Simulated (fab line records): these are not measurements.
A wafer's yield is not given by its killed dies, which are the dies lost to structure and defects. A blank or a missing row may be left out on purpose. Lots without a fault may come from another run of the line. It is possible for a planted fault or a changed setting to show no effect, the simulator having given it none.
Chamber matching    flow gf180mcu    GF_V4_CMP_26 on cmp-02: 4 sister chambers
The step polishes, stops on SiO2, t overpolish 15 s, target thk 0 nm. 14 wafers are shown with their chamber, then 7 later ones without.

WAFERS PAIRED WITH THEIR CHAMBERS
wafer   chamber  timeToEndpointS (s)  motorCurrentA (A)  overpolishRunS (s)
L993.1  1        91                   11.8               15.004
L993.3  3        83                   11.8               15.003
L993.6  3        85                   11.7               14.991
L997.2  3        79                   12.3               15.007
L997.5  3        83                   12.2               15.003
L997.6  2        84                   11.5               14.986
L101.3  3        82                   11.9               15.006
L101.4  1        88                   10.5               14.986
L101.6  0        79                   11.7               14.991
L102.3  2        79                   12.8               15.002
L102.5  1        86                   11.3               14.986
L102.6  0        81                   11.3               15.004
L106.2  0        83                   11.2               14.991
L106.4  2        82                   12.8               15.008

SIGNATURES (averages over the wafers above)
reading          chamber 0  chamber 1  chamber 2  chamber 3  scatter within a chamber
timeToEndpointS  81.00      88.33      81.67      82.40      2.29
motorCurrentA    11.400     11.200     12.367     11.980     0.489
overpolishRunS   14.99533   14.99200   14.99867   15.00200   0.00867
Rule: for each reading, subtract the chamber's mean from the wafer's reading, divide by that reading's scatter and square the result; add these up over the readings and take the root, which gives the wafer's distance from the chamber. If the next closest chamber is less than 2 further off than the closest, the wafer can't be placed; otherwise it belongs to the closest. The scatter: take each reading less its chamber's mean, square it, sum over the shown wafers, divide by the number of wafers less the number of chambers, and take the root.

WAFERS MISSING THEIR CHAMBER
wafer   timeToEndpointS (s)  motorCurrentA (A)  overpolishRunS (s)
L106.6  80                   12.6               14.986
L110.1  78                   12.8               15.001
L110.2  76                   12.6               14.992
L110.6  79                   11.6               15.005
L116.3  84                   11.0               15.001
L116.4  79                   11.6               14.988
L116.6  79                   12.3               15.004

WHICH CHAMBER EACH WENT THROUGH
wafer   from the rows above                in truth
L106.6  can't be placed: 2 or 3 or 0       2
L110.1  can't be placed: 2 or 3 or 0       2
L110.2  can't be placed: 2 or 3 or 0       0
L110.6  can't be placed: 0 or 3 or 2       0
L116.3  can't be placed: 0 or 3 or 1 or 2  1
L116.4  can't be placed: 0 or 2 or 3       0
L116.6  can't be placed: 2 or 3 or 0       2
Placed correctly: 0 of 7. Can't be placed from these rows: 7 (the true chamber is among the candidates in 7). Wrongly placed: 0.
